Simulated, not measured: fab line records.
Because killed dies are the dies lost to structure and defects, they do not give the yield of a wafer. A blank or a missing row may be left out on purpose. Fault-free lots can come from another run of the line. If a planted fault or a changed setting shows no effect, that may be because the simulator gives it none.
A struck lot beside a sound one ; flow sky130 ; 42 steps out of a route of 708
Sound: the wafers L882.1, L882.2, L882.3. Wafers struck: L898.1, L898.2, L898.6. The cause is given at the end.
Order at every step that has rows: each side's tool, ch and its chambers, its first start. Under that, the readings that differ: sound wafers ; struck wafers ; difference of the means ; sigmas: that difference in standard deviations of wafers without a fault.
alike: words and numbers the same on both sides, and readings whose means are apart by under 2 such deviations; not compared: readings that were withheld, readings missing a value for some wafer, numbers with overlapping values and no deviation given by the record, and bounds like >300 which may hide the same value.
A row with sigmas, a row that says differs or no value, or rows on one side alone: a step with any of these is where the two part. Non-overlapping numbers with no deviation appear without sigmas and do not part them. A reading that every wafer of one side lacks parts them only if that side has two wafers or more.

SKY_METAL5_THK_MEAS_06: measures by xrf.
  sound on filmMetro-01 at day 43 03:10; struck on filmMetro-02 at day 47 10:58
  alike: METAL5_ALCU_THK
then, 7 steps without rows for these wafers: SKY_METAL5_DEHYDRATE_07 (time 60 s); SKY_METAL5_HMDS_08 (prime time 60 s); SKY_METAL5_COAT_09 (resist thk 1800 nm); SKY_METAL5_SOFTBAKE_10 (time 60 s); SKY_METAL5_EXPOSE_11 (exposes mask MM5, target cd 1600 nm); SKY_METAL5_PEB_12; SKY_METAL5_DEVELOP_13 (develop time 60 s).
SKY_METAL5_DESCUM_14: chemistry O2, time 11 s.
  sound on rieMetal-02 ch 0,1, day 44 01:59; struck on rieMetal-02 ch 0,1, day 48 06:01
  alike: drypumpMotorCurrentA, oesProductAu
  not compared: rfHoursCounterH
then, 3 steps without rows for these wafers: SKY_METAL5_METAL_ETCH_15 (etches the open film in Cl2/BCl3, stops on SiO2, target depth 1260 nm, time 252 s); SKY_METAL5_STRIP_16 (strips in O2/N2); SKY_METAL5_STRIP_17 (strips in post etch residue remover, time 1200 s).
SKY_METAL5_CLEAN_18: cleans in IPA, time 180 s.
  sound on wetBench-04 ch 2, day 44 02:43; struck on wetBench-04 ch 0, day 48 06:43
then, 2 steps without rows for these wafers: SKY_METAL5_CLEAN_19 (cleans in O3/DIW); SKY_PASSIVATION_CVD_00 (deposits SiO2, target thk 90 nm).
SKY_PASSIVATION_THK_MEAS_01:
  sound on filmMetro-03 at day 44 02:54; struck on filmMetro-03 at day 48 06:53
  alike: PASSIVATION_CVD_00_THK
SKY_PASSIVATION_CVD_02: deposits Si3N4, target thk 540 nm.
  sound on pecvd-01 ch 0,1,2, day 44 02:58; struck on pecvd-03 ch 0,1, day 48 06:57
  alike: heaterPowerW
SKY_PASSIVATION_THK_MEAS_03:
  sound on filmMetro-02 at day 44 03:11; struck on filmMetro-04 at day 48 07:10
reading;sound;struck;difference;sigmas
PASSIVATION_CVD_02_THK (nm);540 526 528;549 547 559;+20;+3
then, 7 steps without rows for these wafers: SKY_PASSIVATION_DEHYDRATE_04 (time 60 s); SKY_PASSIVATION_HMDS_05 (prime time 60 s); SKY_PASSIVATION_COAT_06 (resist thk 3000 nm); SKY_PASSIVATION_SOFTBAKE_07; SKY_PASSIVATION_EXPOSE_08 (exposes mask NSM, target cd 3000 nm); SKY_PASSIVATION_PEB_09; SKY_PASSIVATION_DEVELOP_10 (develop time 60 s).
SKY_PASSIVATION_ETCH_11: etches the open film in CF4/O2, stops on AlCu, target depth 725 nm, time 161.1 s.
  sound on rieDiel-04 ch 0,1,3, day 45 01:13; struck on rieDiel-03 ch 0,1,3, day 49 01:44
  alike: drypumpMotorCurrentA, oesProductAu, throttleValvePct
  not compared: rfHoursCounterH
SKY_PASSIVATION_STRIP_12: strips in O2/N2.
  sound on plasmaAsher-03 ch 0,1, day 45 01:19; struck on plasmaAsher-03 ch 0,1, day 49 01:50
reading;sound;struck;difference;sigmas
stripTimeToEndpointS (s);31.33 31.34 31.29;31.66 31.60 31.78;+0.36;+3
  alike: drypumpMotorCurrentA, oesProductAu
  not compared: rfHoursCounterH
then, 7 steps without rows for these wafers: SKY_PAD_OPEN_DEHYDRATE_00 (time 60 s); SKY_PAD_OPEN_HMDS_01 (prime time 60 s); SKY_PAD_OPEN_COAT_02 (resist thk 3000 nm); SKY_PAD_OPEN_SOFTBAKE_03; SKY_PAD_OPEN_EXPOSE_04 (exposes mask PDM, target cd 60000 nm); SKY_PAD_OPEN_PEB_05; SKY_PAD_OPEN_DEVELOP_06 (develop time 60 s).
SKY_PAD_OPEN_ETCH_07: etches the open film in CF4/O2, stops on AlCu, target depth 725 nm, time 161.1 s.
  sound on rieDiel-01 ch 0,1,3, day 45 22:35; struck on rieDiel-02 ch 1,2,3, day 49 19:38
  alike: drypumpMotorCurrentA, oesProductAu, throttleValvePct
  not compared: rfHoursCounterH
then, 5 steps without rows for these wafers: SKY_PAD_OPEN_STRIP_08 (strips in O2/N2); SKY_PAD_OPEN_STRIP_09 (strips in post etch residue remover, time 1200 s); SKY_PAD_OPEN_CLEAN_10 (cleans in IPA, time 180 s); SKY_PAD_OPEN_CLEAN_11 (cleans in O3/DIW); SKY_PAD_OPEN_ANNEAL_12.
SKY_PAD_OPEN_BOW_MEAS_13:
  sound on filmMetro-01 at day 46 00:56; struck on filmMetro-02 at day 49 22:28
reading;sound;struck;difference;sigmas
PAD_OPEN_BOW (um);50 37 31;60 72 62;+25;+3
SKY_PAD_OPEN_PROBE_99:
  sound on prober-01 at day 46 01:04; struck on prober-02 at day 49 22:35
reading;sound;struck;difference;sigmas
defectLimitedYield (%);81.9 83.9 80.3;75.0 74.8 77.4;-6.3;-3
killed_at_M4_up;3 2 6;49 51 50;+46;+23
killedDies;89 79 97;123 124 111;+31;+3
sort_bin_3_pad_short (%);0.6 0.6 1.2;4.1 2.6 3.0;+2.4;+5
sort_bin_5_function (%);11.0 9.8 12.0;14.8 14.2 14.4;+3.5;+2
sortNPass;403 413 395;369 368 381;-31;-3
sortYieldPct (%);81.9 83.9 80.3;75.0 74.8 77.4;-6.3;-3
model.etest.tester.sortNPass;403 413 395;369 368 381;-31;
model.etest.tester.sortYieldPct (%);81.91 83.94 80.28;75 74.8 77.44;-6;
model.etest.tester.sort_bin_5_pct (%);10.98 9.756 11.99;14.84 14.23 14.43;+3.59;
model.etest.tester.sort_bin_3_pct (%);0.6098 0.6098 1.22;4.065 2.642 3.049;+2.439;
  alike: killed_at_M0_to_M3, killedAtContacts, killedAtFrontEnd, killedAtOther, killedOpen, killedShort, sort_bin_6_memory

## WHERE THEY PART
Last at SKY_PAD_OPEN_PROBE_99 as far as this record goes, first at SKY_PASSIVATION_THK_MEAS_03.

WHY: the cause the simulator had injected
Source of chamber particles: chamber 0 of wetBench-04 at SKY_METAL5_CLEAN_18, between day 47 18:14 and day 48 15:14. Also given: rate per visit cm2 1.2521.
